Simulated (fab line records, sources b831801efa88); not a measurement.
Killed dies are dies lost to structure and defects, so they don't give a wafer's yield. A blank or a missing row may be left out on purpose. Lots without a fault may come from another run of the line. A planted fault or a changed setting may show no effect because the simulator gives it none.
A struck lot beside a sound one | flow sky130 | 42 steps out of a route of 708
Sound: wafers L186.2, L186.3, L186.4. Struck: wafer L191.6. (L191.4 of the same lot was not struck and is left out.) The cause comes at the end.
At each step with rows: each side's tool, then ch and its chambers, then its first start. Under that, the readings that differ: sound wafers | struck wafers | difference of the means | sigmas: that difference in standard deviations of wafers without a fault.
alike: readings whose means differ by less than 2 such deviations, and words and numbers that are the same on both sides. not compared: withheld readings, readings that some wafer has no value for, bounds like >300 that may hide the same value, and numbers for which the record gives no deviation and whose values overlap.
The two part at a step that has a row with sigmas, a row that says differs or no value, or rows on one side only. Numbers that don't overlap but have no deviation are shown without sigmas and don't part them. A reading that every wafer of one side lacks parts them only if that side has two wafers or more.

SKY_SD_P_CD_MEAS_07: target cd 380 nm.
  sound on cd_sem-02, day 27 00:35; struck on cd_sem-02, day 28 17:04
  alike: cd_nm
SKY_SD_P_OVL_MEAS_08:
  sound on overlay-02, day 27 00:41; struck on overlay-02, day 28 17:08
  alike: SD_P_OVL
then, 1 step without rows for these wafers: SKY_SD_P_IMPLANT_09.
SKY_SD_P_STRIP_10: strips in O2/N2.
  sound on plasma_asher-04 ch 0,1, day 27 00:52; struck on plasma_asher-04 ch 1, day 28 17:20
  reading               | sound             | struck | difference | sigmas
  oes_product_au (a.u.) | 0.614 0.616 0.620 | 0.627  | +0.010     | +2
  alike: drypump_motor_current_A, strip_time_to_endpoint_s
  not compared: rf_hours_counter_h
SKY_SD_P_TW_MEAS_11:
  sound on film_metro-02, day 27 00:59; struck on film_metro-02, day 28 17:26
  reading | sound          | struck | difference | sigmas
  SD_P_TW | 2866 2874 2871 | 2832   | -38        | -2
then, 7 steps without rows for these wafers: SKY_RES_XHIGH_DEHYDRATE_00 (time 60 s); SKY_RES_XHIGH_HMDS_01 (prime time 60 s); SKY_RES_XHIGH_COAT_02 (resist thk 1140 nm); SKY_RES_XHIGH_SOFTBAKE_03 (time 60 s); SKY_RES_XHIGH_EXPOSE_04 (exposes mask URPM, target cd 1270 nm); SKY_RES_XHIGH_PEB_05; SKY_RES_XHIGH_DEVELOP_06 (develop time 60 s).
SKY_RES_XHIGH_IMPLANT_07:
  sound on implanter-03 ch 0, day 28 05:59; struck on implanter-01 ch 0, day 29 22:17
  alike: tilt_deg
SKY_RES_XHIGH_STRIP_08: strips in O2/N2.
  sound on plasma_asher-03 ch 0,1, day 28 06:06; struck on plasma_asher-03 ch 0, day 29 22:24
  reading                      | sound             | struck | difference | sigmas
  strip_time_to_endpoint_s (s) | 14.32 14.29 14.29 | 14.21  | -0.09      | -2
  alike: drypump_motor_current_A, oes_product_au
  not compared: rf_hours_counter_h
SKY_RES_XHIGH_TW_MEAS_09:
  sound on film_metro-03, day 28 06:13; struck on film_metro-02, day 29 22:30
  reading      | sound          | struck | difference | sigmas
  RES_XHIGH_TW | 1645 1649 1641 | 1666   | +21        | +2
then, 7 steps without rows for these wafers: SKY_SD_N_DEHYDRATE_00 (time 60 s); SKY_SD_N_HMDS_01 (prime time 60 s); SKY_SD_N_COAT_02 (resist thk 1140 nm); SKY_SD_N_SOFTBAKE_03 (time 60 s); SKY_SD_N_EXPOSE_04 (exposes mask NSDM, target cd 380 nm); SKY_SD_N_PEB_05; SKY_SD_N_DEVELOP_06 (develop time 60 s).
SKY_SD_N_CD_MEAS_07: target cd 380 nm.
  sound on cd_sem-01, day 29 10:37; struck on cd_sem-01, day 31 02:34
  alike: cd_nm
SKY_SD_N_OVL_MEAS_08:
  sound on overlay-02, day 29 10:44; struck on overlay-01, day 31 02:39
  alike: SD_N_OVL
then, 2 steps without rows for these wafers: SKY_SD_N_IMPLANT_09; SKY_SD_N_IMPLANT_10.
SKY_SD_N_STRIP_11: strips in O2/N2.
  sound on plasma_asher-01 ch 0,1, day 29 11:04; struck on plasma_asher-01 ch 1, day 31 03:00
  reading               | sound             | struck | difference | sigmas
  oes_product_au (a.u.) | 0.531 0.528 0.526 | 0.517  | -0.011     | -3
  alike: drypump_motor_current_A, strip_time_to_endpoint_s
  not compared: rf_hours_counter_h
SKY_SD_N_TW_MEAS_12:
  sound on film_metro-01, day 29 11:10; struck on film_metro-01, day 31 03:06
  alike: SD_N_TW
then, 1 step without rows for these wafers: SKY_SD_N_CLEAN_13 (cleans in SC1/SC2, time 150 s).
SKY_SD_N_RTA_14: time 2 s.
  sound on rtp_anneal-02 ch 0, day 29 11:17; struck on rtp_anneal-01 ch 0, day 31 03:14
  alike: lamp_power_pct, ramp_up_c_per_s, wafer_temp_C_max
SKY_SD_N_RS_MEAS_16: measures by four-point-probe.
  sound on film_metro-02, day 29 11:28; struck on film_metro-02, day 31 03:28
  reading          | sound             | struck | difference | sigmas
  SD_N_RS (ohm/sq) | 68.41 68.73 68.62 | 68.38  | -0.21      | -2
SKY_SD_N_RS_MEAS_17: measures by four-point-probe.
  sound on film_metro-02, day 29 11:35; struck on film_metro-02, day 31 03:35
  alike: SD_P_RS
SKY_SD_N_RS_MEAS_18: measures by four-point-probe.
  sound on film_metro-02, day 29 11:42; struck on film_metro-02, day 31 03:42
  reading               | sound             | struck | difference | sigmas
  RES_XHIGH_RS (ohm/sq) | 333.2 332.2 332.7 | 335.6  | +2.9       | +3
then, 2 steps without rows for these wafers: SKY_SALICIDE_CLEAN_00 (cleans in HF-last, time 30 s); SKY_LI_CONTACT_HDPCVD_00 (deposits PSG, target thk 930 nm, time 155 s).
SKY_LI_CONTACT_THK_MEAS_01:
  sound on film_metro-03, day 29 11:59; struck on film_metro-03, day 31 03:55
  alike: LI_CONTACT_HDPCVD_THK
SKY_LI_CONTACT_CMP_02: polishes PSG.
  sound on cmp-02 ch 0,1,3, day 29 12:05; struck on cmp-02 ch 2, day 31 04:05
  alike: edge_zone_pressure_frac, motor_current_A, time_to_endpoint_s
SKY_LI_CONTACT_BOW_MEAS_03:
  sound on film_metro-02, day 29 12:21; struck on film_metro-02, day 31 04:18
  alike: LI_CONTACT_BOW
then, 3 steps without rows for these wafers: SKY_LI_CONTACT_DEHYDRATE_04 (time 60 s); SKY_LI_CONTACT_HMDS_05 (prime time 60 s); SKY_LI_CONTACT_COAT_06 (resist thk 60 nm).
-- the record jumps here: 17 days lie between the struck wafers' starts before and after (it left off in module LI_CONTACT and takes up again in module PAD_OPEN, whose first step shown is number 708 of the route) --
SKY_PAD_OPEN_PROBE_99:
  sound on prober-01, day 47 10:48; struck on prober-01, day 48 13:53
  reading                                  | sound             | struck | difference | sigmas
  killed_at_front_end                      | 14 11 23          | 6      | -10        | -2
  model.etest.res_xhigh_po.rs_ohm_sq_range | 100.6 92.44 78.44 | 340.4  | +249.9     |
  alike: killed_at_M0_to_M3, killed_at_M4_up, killed_at_contacts, killed_dies, killed_open, killed_short

WHERE THEY PART
First at SKY_SD_P_STRIP_10; last, within this record, at SKY_PAD_OPEN_PROBE_99.

WHY: what the simulator had put in
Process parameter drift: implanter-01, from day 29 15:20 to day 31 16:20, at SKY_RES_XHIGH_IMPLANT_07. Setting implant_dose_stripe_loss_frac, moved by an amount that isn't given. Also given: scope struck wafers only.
